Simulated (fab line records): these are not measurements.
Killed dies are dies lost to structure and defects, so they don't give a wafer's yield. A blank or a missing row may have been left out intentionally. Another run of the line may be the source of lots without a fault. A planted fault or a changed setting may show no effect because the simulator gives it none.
Which of the tools did it? | flow sky130 | Sampling: 10 lots, 30 wafers, 6 of 708 route steps

WHAT THE GAUGES READ, wafer by wafer
SKY_METAL2_RS_MEAS_05: measures by four-point-probe. Usual: METAL2_ALCU_RS typically reads 0.1263 ohm/sq, with standard deviation 0.0011.
lot  | measured     | on            | METAL2_ALCU_RS (ohm/sq) | flag
L906 | day 34 20:07 | film-metro-03 | 0.1261 0.1270 0.1263    |
L907 | day 35 00:25 | film-metro-01 | 0.1277 0.1269 0.1265    |
L911 | day 36 10:14 | film-metro-02 | 0.1278 0.1258 0.1261    |
L913 | day 36 20:23 | film-metro-01 | 0.1258 0.1262 0.1268    |
L916 | day 37 15:38 | film-metro-02 | 0.1287 0.1281 0.2568    | OFF
L918 | day 38 13:10 | film-metro-02 | 0.1272 0.1248 0.2553    | OFF
L923 | day 40 05:51 | film-metro-01 | 0.1266 0.1270 0.1274    |
L924 | day 40 20:35 | film-metro-01 | 0.1284 0.1263 0.1265    |
L926 | day 40 23:45 | film-metro-02 | 0.1266 0.1270 0.1253    |
L925 | day 41 01:01 | film-metro-02 | 0.1282 0.1290 0.1263    |

SKY_METAL2_THK_MEAS_06: measures by xrf. Usual: METAL2_ALCU_THK typically reads 251 nm, with standard deviation 3.2.
lot  | measured     | on            | METAL2_ALCU_THK (nm) | flag
L906 | day 34 20:14 | film-metro-03 | 248 246 249          |
L907 | day 35 00:32 | film-metro-01 | 247 248 250          |
L911 | day 36 10:21 | film-metro-02 | 248 253 253          |
L913 | day 36 20:30 | film-metro-01 | 253 252 249          |
L916 | day 37 15:44 | film-metro-02 | 248 251 128          | OFF
L918 | day 38 13:17 | film-metro-02 | 253 257 129          | OFF
L923 | day 40 05:58 | film-metro-01 | 248 247 250          |
L924 | day 40 20:42 | film-metro-01 | 247 249 250          |
L926 | day 40 23:51 | film-metro-02 | 253 253 257          |
L925 | day 41 01:08 | film-metro-02 | 248 247 253          |

TOOL THAT RAN EACH LOT (tool first, then ch and the chambers of the sampled wafers, then the start)
lot  | SKY_CONTACT_CMP_27            | SKY_METAL1_SPUTTER_04        | SKY_METAL1_DESCUM_17              | SKY_METAL2_SPUTTER_02
L906 | cmp-01 ch 0,3, day 32 12:10   | pvd-sputter-03, day 32 12:34 | rie-metal-02 ch 0,1, day 33 15:02 | pvd-sputter-02, day 34 20:01
L907 | cmp-01 ch 0,2,3, day 32 15:58 | pvd-sputter-02, day 32 16:16 | rie-metal-02 ch 0,1, day 33 18:47 | pvd-sputter-01, day 35 00:18
L911 | cmp-02 ch 1,2,3, day 34 03:02 | pvd-sputter-02, day 34 03:25 | rie-metal-02 ch 0,1, day 35 05:41 | pvd-sputter-01, day 36 10:08
L913 | cmp-02 ch 0,2,3, day 34 12:52 | pvd-sputter-03, day 34 13:16 | rie-metal-04 ch 1, day 35 15:50   | pvd-sputter-03, day 36 20:17
L916 | cmp-02 ch 1,3, day 35 08:10   | pvd-sputter-04, day 35 08:34 | rie-metal-02 ch 0,1, day 36 10:57 | pvd-sputter-01, day 37 15:30
L918 | cmp-01 ch 0,3, day 36 05:43   | pvd-sputter-03, day 36 06:06 | rie-metal-01 ch 0,1, day 37 08:35 | pvd-sputter-01, day 38 13:04
L923 | cmp-02 ch 1,2, day 38 01:39   | pvd-sputter-03, day 38 01:59 | rie-metal-01 ch 0,1, day 39 02:47 | pvd-sputter-03, day 40 05:46
L924 | cmp-02 ch 0,1,2, day 38 16:08 | pvd-sputter-02, day 38 16:31 | rie-metal-04 ch 0, day 39 17:23   | pvd-sputter-03, day 40 20:29
L926 | cmp-02 ch 0,2,3, day 38 19:12 | pvd-sputter-02, day 38 19:29 | rie-metal-01 ch 0,1, day 39 20:11 | pvd-sputter-03, day 40 23:37
L925 | cmp-02 ch 0,1,2, day 38 20:49 | pvd-sputter-04, day 38 21:06 | rie-metal-02 ch 0,1, day 39 22:05 | pvd-sputter-03, day 41 00:55
- SKY_CONTACT_CMP_27: polishes, stops on SiO2, t overpolish 15 s, target thk 0 nm.
- SKY_METAL1_SPUTTER_04: material TiN, target thk 70 nm, time 58.3 s.
- SKY_METAL1_DESCUM_17: chemistry O2, time 8 s.
- SKY_METAL2_SPUTTER_02: material AlCu, target thk 250 nm, time 13.3 s.

WHAT THE TOOLS THEMSELVES READ (means of the sampled wafers that have a number; where no wafer has one, the mark that the record gives instead)
SKY_CONTACT_CMP_27. Usual: motor-current-A 11.1 A, standard deviation 0.79; overpolish-run-s 15.000 s, standard deviation 0.009; slurry-filter-dp-kPa 13.48 kPa, standard deviation 0.14; time-to-endpoint-s 81.7 s, standard deviation 2.6.
lot  | tool   | motor-current-A (A) | overpolish-run-s (s) | slurry-filter-dp-kPa (kPa) | time-to-endpoint-s (s) | flag
L906 | cmp-01 | 10.5                | 14.993               | 13.53                      | 81.0                   |
L907 | cmp-01 | 10.5                | 15.004               | 13.55                      | 83.3                   |
L911 | cmp-02 | 11.0                | 15.001               | 13.33                      | 81.4                   |
L913 | cmp-02 | 11.1                | 15.001               | 13.39                      | 83.3                   |
L916 | cmp-02 | 10.5                | 14.999               | 13.47                      | 84.4                   |
L918 | cmp-01 | 10.7                | 14.994               | 13.38                      | 77.1                   |
L923 | cmp-02 | 11.0                | 14.994               | 13.44                      | 82.8                   |
L924 | cmp-02 | 11.4                | 14.998               | 13.53                      | 83.9                   |
L926 | cmp-02 | 11.2                | 15.007               | 13.48                      | 84.0                   |
L925 | cmp-02 | 11.3                | 14.994               | 13.55                      | 82.6                   |

SKY_METAL1_SPUTTER_04. Usual: throttle-valve-pct reads 30.0 % (standard deviation 1.1).
lot  | tool           | throttle-valve-pct (%) | flag
L906 | pvd-sputter-03 | 30.8                   |
L907 | pvd-sputter-02 | 30.0                   |
L911 | pvd-sputter-02 | 30.0                   |
L913 | pvd-sputter-03 | 29.2                   |
L916 | pvd-sputter-04 | 31.0                   |
L918 | pvd-sputter-03 | 29.7                   |
L923 | pvd-sputter-03 | 30.7                   |
L924 | pvd-sputter-02 | 30.1                   |
L926 | pvd-sputter-02 | 29.9                   |
L925 | pvd-sputter-04 | 30.4                   |

SKY_METAL1_DESCUM_17. Usual: drypump-motor-current-A 5.62 A, standard deviation 0.18; oes-product-au 1.000 a.u., standard deviation 0.0066.
lot  | tool         | drypump-motor-current-A (A) | oes-product-au (a.u.) | flag
L906 | rie-metal-02 | 5.75                        | 1.000                 |
L907 | rie-metal-02 | 5.68                        | 0.996                 |
L911 | rie-metal-02 | 5.73                        | 1.000                 |
L913 | rie-metal-04 | 5.50                        | 0.994                 |
L916 | rie-metal-02 | 5.74                        | 1.004                 |
L918 | rie-metal-01 | 5.39                        | 0.995                 |
L923 | rie-metal-01 | 5.39                        | 1.004                 |
L924 | rie-metal-04 | 5.63                        | 1.001                 |
L926 | rie-metal-01 | 5.60                        | 1.006                 |
L925 | rie-metal-02 | 5.73                        | 1.005                 |

SKY_METAL2_SPUTTER_02. Usual: throttle-valve-pct reads 30.0 % (standard deviation 1.1).
lot  | tool           | throttle-valve-pct (%) | flag
L906 | pvd-sputter-02 | 30.0                   |
L907 | pvd-sputter-01 | 29.7                   |
L911 | pvd-sputter-01 | 30.6                   |
L913 | pvd-sputter-03 | 30.9                   |
L916 | pvd-sputter-01 | 30.5                   |
L918 | pvd-sputter-01 | 29.8                   |
L923 | pvd-sputter-03 | 30.5                   |
L924 | pvd-sputter-03 | 29.8                   |
L926 | pvd-sputter-03 | 31.1                   |
L925 | pvd-sputter-03 | 29.8                   |

THE ANSWER, worked out from the rows above alone
Rule: a lot counts as off when the mean over its wafers that have a number is more than 3 standard deviations away from the usual mean. Also off: a lot with no number at a reading for which 4 or more lots have one. Where the step has rows for the other lots, those lots are counted as sound. Order of review: gauges by route order, followed by the tools' own readings, for which a lot's mean as printed above is used. The first step at which some lot is off is used, and at that step the reading that is off furthest; a lot without a number counts as furthest.
Off: at SKY_METAL2_RS_MEAS_05 (METAL2_ALCU_RS), L916, L918.
A tool fits if, at a process step before that reading, it ran every lot that is off, and no sound lot after the first of them. Those tools and the gauges at SKY_METAL2_RS_MEAS_05 are tried in the same way. One fits: pvd-sputter-01 at SKY_METAL2_SPUTTER_02. A fault onset in the window from L911 (day 36 10:08, its last sound lot) to L916 (day 37 15:30, its first lot off) fits.

WHAT THE SIMULATOR HAD PUT IN
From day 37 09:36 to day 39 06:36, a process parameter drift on pvd-sputter-01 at SKY_METAL2_SPUTTER_02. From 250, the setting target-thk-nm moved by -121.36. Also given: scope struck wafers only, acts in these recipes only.
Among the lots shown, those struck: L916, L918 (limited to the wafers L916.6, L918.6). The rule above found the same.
